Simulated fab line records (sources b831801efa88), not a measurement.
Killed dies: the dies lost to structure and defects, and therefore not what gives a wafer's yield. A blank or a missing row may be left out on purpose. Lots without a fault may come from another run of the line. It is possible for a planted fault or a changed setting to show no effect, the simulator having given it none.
The tool behind it: which one? || flow gf180mcu || Sampling: 13 lots, 37 wafers, 5 of 602 route steps

WHAT THE GAUGES READ, wafer by wafer
GF_MVPSD_OVL_MEAS_07.
{"lot": "L983", "measured": "day 4 22:09", "on": "overlay-01", "MVPSD_OVL (nm)": "-0.4 1.7 0.9"}
{"lot": "L988", "measured": "day 6 05:50", "on": "overlay-01", "MVPSD_OVL (nm)": "0.1 -1.7 -2.0"}
{"lot": "L989", "measured": "day 6 14:26", "on": "overlay-02", "MVPSD_OVL (nm)": "1.7 0.4 2.2"}
{"lot": "L990", "measured": "day 6 18:22", "on": "overlay-02", "MVPSD_OVL (nm)": "2.4 1.9 2.0"}
{"lot": "L991", "measured": "day 6 22:27", "on": "overlay-02", "MVPSD_OVL (nm)": "1.6 0.5 0.6"}
{"lot": "L992", "measured": "day 7 07:20", "on": "overlay-01", "MVPSD_OVL (nm)": "-1.0 -2.1 0.7"}
{"lot": "L995", "measured": "day 8 02:13", "on": "overlay-02", "MVPSD_OVL (nm)": "-1.3 -0.9"}
{"lot": "L996", "measured": "day 8 06:03", "on": "overlay-02", "MVPSD_OVL (nm)": "-4.4 -2.9 -0.8"}
{"lot": "L997", "measured": "day 8 10:12", "on": "overlay-02", "MVPSD_OVL (nm)": "1.6 0.6"}
{"lot": "L103", "measured": "day 9 23:11", "on": "overlay-01", "MVPSD_OVL (nm)": "-2.0 -1.7 -1.0"}
{"lot": "L104", "measured": "day 10 06:14", "on": "overlay-02", "MVPSD_OVL (nm)": "0.2 -0.2 -0.8"}
{"lot": "L105", "measured": "day 10 10:32", "on": "overlay-01", "MVPSD_OVL (nm)": "-0.2 -1.5 -2.7"}
{"lot": "L106", "measured": "day 10 20:26", "on": "overlay-02", "MVPSD_OVL (nm)": "-1.6 -1.6 -0.7"}

GF_HV_LDD_TW_MEAS_11.
{"lot": "L983", "measured": "day 9 21:15", "on": "film_metro-03", "HV_LDD_TW": "2426 2420 2424"}
{"lot": "L988", "measured": "day 11 12:58", "on": "film_metro-03", "HV_LDD_TW": "2423 2419 2428"}
{"lot": "L989", "measured": "day 11 18:47", "on": "film_metro-02", "HV_LDD_TW": "2405 2413 2410"}
{"lot": "L990", "measured": "day 12 05:14", "on": "film_metro-03", "HV_LDD_TW": "2426 2422 2402"}
{"lot": "L991", "measured": "day 12 11:12", "on": "film_metro-03", "HV_LDD_TW": "2410 2418 2395"}
{"lot": "L992", "measured": "day 12 15:40", "on": "film_metro-01", "HV_LDD_TW": "2413 2430 2438"}
{"lot": "L995", "measured": "day 13 16:41", "on": "film_metro-02", "HV_LDD_TW": "2403 2413"}
{"lot": "L996", "measured": "day 13 23:45", "on": "film_metro-01", "HV_LDD_TW": "2408 2410 2406"}
{"lot": "L997", "measured": "day 14 07:19", "on": "film_metro-03", "HV_LDD_TW": "2414 2424"}
{"lot": "L103", "measured": "day 16 06:27", "on": "film_metro-01", "HV_LDD_TW": "2394 2396 2405"}
{"lot": "L104", "measured": "day 16 11:57", "on": "film_metro-02", "HV_LDD_TW": "2387 2398 2421"}
{"lot": "L105", "measured": "day 16 16:25", "on": "film_metro-02", "HV_LDD_TW": "2398 2405 2408"}
{"lot": "L106", "measured": "day 17 04:26", "on": "film_metro-01", "HV_LDD_TW": "2430 2424 2426"}

GF_HV_LDD_TW_MEAS_50.
{"lot": "L983", "measured": "day 12 04:58", "on": "film_metro-02", "HV_LDD_4_TW": "568 571 568"}
{"lot": "L988", "measured": "day 14 00:49", "on": "film_metro-03", "HV_LDD_4_TW": "572 570 572"}
{"lot": "L989", "measured": "day 14 07:22", "on": "film_metro-01", "HV_LDD_4_TW": "572 570 569"}
{"lot": "L990", "measured": "day 14 19:12", "on": "film_metro-01", "HV_LDD_4_TW": "574 574 573"}
{"lot": "L991", "measured": "day 15 01:22", "on": "film_metro-03", "HV_LDD_4_TW": "575 575 573"}
{"lot": "L992", "measured": "day 15 06:50", "on": "film_metro-02", "HV_LDD_4_TW": "565 564 565"}
{"lot": "L995", "measured": "day 16 08:59", "on": "film_metro-03", "HV_LDD_4_TW": "569 570"}
{"lot": "L996", "measured": "day 16 16:01", "on": "film_metro-03", "HV_LDD_4_TW": "570 574 571"}
{"lot": "L997", "measured": "day 17 01:40", "on": "film_metro-03", "HV_LDD_4_TW": "573 572"}
{"lot": "L103", "measured": "day 19 03:54", "on": "film_metro-03", "HV_LDD_4_TW": "568 571 572"}
{"lot": "L104", "measured": "day 19 10:39", "on": "film_metro-02", "HV_LDD_4_TW": "564 566 562"}
{"lot": "L105", "measured": "day 19 14:56", "on": "film_metro-02", "HV_LDD_4_TW": "564 568 564"}
{"lot": "L106", "measured": "day 20 04:16", "on": "film_metro-03", "HV_LDD_4_TW": "576 579 576"}

TOOL THAT RAN EACH LOT (tool first, then ch and the chambers of the sampled wafers, then the start)
{"lot": "L983", "GF_STI_ETCH_13": "rie_diel-03 ch 0,1,2, day 2 00:47", "GF_STI_STRIP_15": "plasma_asher-04 ch 0,1, day 2 00:56"}
{"lot": "L988", "GF_STI_ETCH_13": "rie_diel-03 ch 0,1,2, day 3 02:30", "GF_STI_STRIP_15": "plasma_asher-04 ch 0,1, day 3 02:40"}
{"lot": "L989", "GF_STI_ETCH_13": "rie_diel-03 ch 1,2,3, day 3 08:32", "GF_STI_STRIP_15": "plasma_asher-04 ch 0,1, day 3 08:41"}
{"lot": "L990", "GF_STI_ETCH_13": "rie_diel-01 ch 0,2, day 3 14:20", "GF_STI_STRIP_15": "plasma_asher-04 ch 0, day 3 14:29"}
{"lot": "L991", "GF_STI_ETCH_13": "rie_diel-03 ch 1,3, day 3 17:35", "GF_STI_STRIP_15": "plasma_asher-04 ch 0,1, day 3 17:44"}
{"lot": "L992", "GF_STI_ETCH_13": "rie_diel-03 ch 0,2,3, day 3 23:51", "GF_STI_STRIP_15": "plasma_asher-03 ch 0,1, day 4 00:01"}
{"lot": "L995", "GF_STI_ETCH_13": "rie_diel-03 ch 2,3, day 4 15:15", "GF_STI_STRIP_15": "plasma_asher-03 ch 0,1, day 4 15:25"}
{"lot": "L996", "GF_STI_ETCH_13": "rie_diel-02 ch 1,2, day 4 20:47", "GF_STI_STRIP_15": "plasma_asher-04 ch 0,1, day 4 20:56"}
{"lot": "L997", "GF_STI_ETCH_13": "rie_diel-03 ch 1,3, day 5 01:05", "GF_STI_STRIP_15": "plasma_asher-03 ch 1, day 5 01:16"}
{"lot": "L103", "GF_STI_ETCH_13": "rie_diel-01 ch 0,1,3, day 6 08:45", "GF_STI_STRIP_15": "plasma_asher-04 ch 0,1, day 6 08:55"}
{"lot": "L104", "GF_STI_ETCH_13": "rie_diel-02 ch 1,3, day 6 13:44", "GF_STI_STRIP_15": "plasma_asher-04 ch 0,1, day 6 13:53"}
{"lot": "L105", "GF_STI_ETCH_13": "rie_diel-02 ch 0,1,3, day 6 18:08", "GF_STI_STRIP_15": "plasma_asher-04 ch 0,1, day 6 18:17"}
{"lot": "L106", "GF_STI_ETCH_13": "rie_diel-02 ch 0,1,3, day 7 03:15", "GF_STI_STRIP_15": "plasma_asher-01 ch 0,1, day 7 03:26"}
- GF_STI_ETCH_13: etches the open film in CHF3/O2, stops on Si, target depth 282.31 nm, time 112.9 s.
- GF_STI_STRIP_15: strips in O2/N2.

AS READ BY THE TOOLS THEMSELVES (means over the sampled wafers that have a number; for cases with no such wafer, the mark the record gives instead)
GF_STI_ETCH_13.
{"lot": "L983", "tool": "rie_diel-03", "bias_w (W)": 199.9, "drypump_motor_current_A (A)": 5.8, "oes_product_au (a.u.)": 0.832, "rf_fwd_power_W (W)": 598.1, "throttle_valve_pct (%)": 8.801}
{"lot": "L988", "tool": "rie_diel-03", "bias_w (W)": 199.8, "drypump_motor_current_A (A)": 5.8, "oes_product_au (a.u.)": 0.828, "rf_fwd_power_W (W)": 595.5, "throttle_valve_pct (%)": 8.806}
{"lot": "L989", "tool": "rie_diel-03", "bias_w (W)": 199.9, "drypump_motor_current_A (A)": 6.1, "oes_product_au (a.u.)": 0.829, "rf_fwd_power_W (W)": 596.4, "throttle_valve_pct (%)": 8.803}
{"lot": "L990", "tool": "rie_diel-01", "bias_w (W)": 200.6, "drypump_motor_current_A (A)": 5.9, "oes_product_au (a.u.)": 0.828, "rf_fwd_power_W (W)": 598.6, "throttle_valve_pct (%)": 8.799}
{"lot": "L991", "tool": "rie_diel-03", "bias_w (W)": 200.2, "drypump_motor_current_A (A)": 6.1, "oes_product_au (a.u.)": 0.834, "rf_fwd_power_W (W)": 599.0, "throttle_valve_pct (%)": 8.806}
{"lot": "L992", "tool": "rie_diel-03", "bias_w (W)": 199.2, "drypump_motor_current_A (A)": 6.3, "oes_product_au (a.u.)": 0.838, "rf_fwd_power_W (W)": 594.3, "throttle_valve_pct (%)": 8.816}
{"lot": "L995", "tool": "rie_diel-03", "bias_w (W)": 199.5, "drypump_motor_current_A (A)": 6.5, "oes_product_au (a.u.)": 0.831, "rf_fwd_power_W (W)": 596.3, "throttle_valve_pct (%)": 8.806}
{"lot": "L996", "tool": "rie_diel-02", "bias_w (W)": 199.8, "drypump_motor_current_A (A)": 6.2, "oes_product_au (a.u.)": 0.830, "rf_fwd_power_W (W)": 596.0, "throttle_valve_pct (%)": 8.805}
{"lot": "L997", "tool": "rie_diel-03", "bias_w (W)": 199.8, "drypump_motor_current_A (A)": 5.9, "oes_product_au (a.u.)": 0.825, "rf_fwd_power_W (W)": 595.2, "throttle_valve_pct (%)": 8.806}
{"lot": "L103", "tool": "rie_diel-01", "bias_w (W)": 199.7, "drypump_motor_current_A (A)": 5.7, "oes_product_au (a.u.)": 0.840, "rf_fwd_power_W (W)": 597.6, "throttle_valve_pct (%)": 8.811}
{"lot": "L104", "tool": "rie_diel-02", "bias_w (W)": 200.7, "drypump_motor_current_A (A)": 5.1, "oes_product_au (a.u.)": 0.834, "rf_fwd_power_W (W)": 596.6, "throttle_valve_pct (%)": 8.811}
{"lot": "L105", "tool": "rie_diel-02", "bias_w (W)": 199.9, "drypump_motor_current_A (A)": 5.2, "oes_product_au (a.u.)": 0.836, "rf_fwd_power_W (W)": 597.6, "throttle_valve_pct (%)": 8.806}
{"lot": "L106", "tool": "rie_diel-02", "bias_w (W)": 199.7, "drypump_motor_current_A (A)": 5.2, "oes_product_au (a.u.)": 0.837, "rf_fwd_power_W (W)": 598.4, "throttle_valve_pct (%)": 8.813}

GF_STI_STRIP_15.
{"lot": "L983", "tool": "plasma_asher-04", "drypump_motor_current_A (A)": 5.4, "heater_power_w (W)": 313, "oes_product_au (a.u.)": 0.381, "platen_temp_c (C)": 250.28, "strip_time_to_endpoint_s (s)": 3.72}
{"lot": "L988", "tool": "plasma_asher-04", "drypump_motor_current_A (A)": 6.0, "heater_power_w (W)": 311, "oes_product_au (a.u.)": 0.384, "platen_temp_c (C)": 249.94, "strip_time_to_endpoint_s (s)": 3.71}
{"lot": "L989", "tool": "plasma_asher-04", "drypump_motor_current_A (A)": 6.0, "heater_power_w (W)": 313, "oes_product_au (a.u.)": 0.384, "platen_temp_c (C)": 250.05, "strip_time_to_endpoint_s (s)": 3.71}
{"lot": "L990", "tool": "plasma_asher-04", "drypump_motor_current_A (A)": 6.5, "heater_power_w (W)": 302, "oes_product_au (a.u.)": 0.382, "platen_temp_c (C)": 249.90, "strip_time_to_endpoint_s (s)": 3.79}
{"lot": "L991", "tool": "plasma_asher-04", "drypump_motor_current_A (A)": 5.9, "heater_power_w (W)": 310, "oes_product_au (a.u.)": 0.385, "platen_temp_c (C)": 250.15, "strip_time_to_endpoint_s (s)": 3.75}
{"lot": "L992", "tool": "plasma_asher-03", "drypump_motor_current_A (A)": 5.0, "heater_power_w (W)": 348, "oes_product_au (a.u.)": 0.383, "platen_temp_c (C)": 250.08, "strip_time_to_endpoint_s (s)": 3.65}
{"lot": "L995", "tool": "plasma_asher-03", "drypump_motor_current_A (A)": 5.0, "heater_power_w (W)": 362, "oes_product_au (a.u.)": 0.349, "platen_temp_c (C)": 249.79, "strip_time_to_endpoint_s (s)": 2.84}
{"lot": "L996", "tool": "plasma_asher-04", "drypump_motor_current_A (A)": 5.4, "heater_power_w (W)": 317, "oes_product_au (a.u.)": 0.389, "platen_temp_c (C)": 250.15, "strip_time_to_endpoint_s (s)": 3.79}
{"lot": "L997", "tool": "plasma_asher-03", "drypump_motor_current_A (A)": 5.0, "heater_power_w (W)": 378, "oes_product_au (a.u.)": 0.367, "platen_temp_c (C)": 250.18, "strip_time_to_endpoint_s (s)": 3.31}
{"lot": "L103", "tool": "plasma_asher-04", "drypump_motor_current_A (A)": 6.0, "heater_power_w (W)": 312, "oes_product_au (a.u.)": 0.384, "platen_temp_c (C)": 250.11, "strip_time_to_endpoint_s (s)": 3.77}
{"lot": "L104", "tool": "plasma_asher-04", "drypump_motor_current_A (A)": 6.0, "heater_power_w (W)": 311, "oes_product_au (a.u.)": 0.384, "platen_temp_c (C)": 250.04, "strip_time_to_endpoint_s (s)": 3.75}
{"lot": "L105", "tool": "plasma_asher-04", "drypump_motor_current_A (A)": 6.0, "heater_power_w (W)": 308, "oes_product_au (a.u.)": 0.383, "platen_temp_c (C)": 249.91, "strip_time_to_endpoint_s (s)": 3.73}
{"lot": "L106", "tool": "plasma_asher-01", "drypump_motor_current_A (A)": 5.7, "heater_power_w (W)": 332, "oes_product_au (a.u.)": 0.384, "platen_temp_c (C)": 249.77, "strip_time_to_endpoint_s (s)": 3.75}

THE ANSWER, worked out from the rows above alone
Rule: the usual values come from the lots themselves. Put in order of their means at a reading, lots are off if they are a third of the lots or fewer, leave a main group of 4 or more, and stand apart from it by a gap of 3 or more times the standard deviation of the main group's means; of several such gaps the widest counts. A main group is skipped when, at the precision printed for the reading in the tables above, its means are all equal. A lot without any number at a reading at which 4 lots or more have one is off too. Where the step has rows for the other lots, those lots are counted as sound. The gauges are gone through in route order, then the tools' own readings, and for those a lot's mean is taken as printed above. The first step at which some lot is off is used, and at that step the reading that is off furthest; a lot without a number counts as furthest.
Off: L995, L997 (GF_STI_STRIP_15, strip_time_to_endpoint_s). Main group: mean 3.74 s, sd 0.039.
If a tool, at that step or one of the process steps before it, ran each lot that is off and ran no sound lot following the first of them, it fits. 2 tools fit, rie_diel-03 at GF_STI_ETCH_13 and plasma_asher-03 at GF_STI_STRIP_15, so this cannot tell which one it is.

WHAT WAS PUT IN BY THE SIMULATOR
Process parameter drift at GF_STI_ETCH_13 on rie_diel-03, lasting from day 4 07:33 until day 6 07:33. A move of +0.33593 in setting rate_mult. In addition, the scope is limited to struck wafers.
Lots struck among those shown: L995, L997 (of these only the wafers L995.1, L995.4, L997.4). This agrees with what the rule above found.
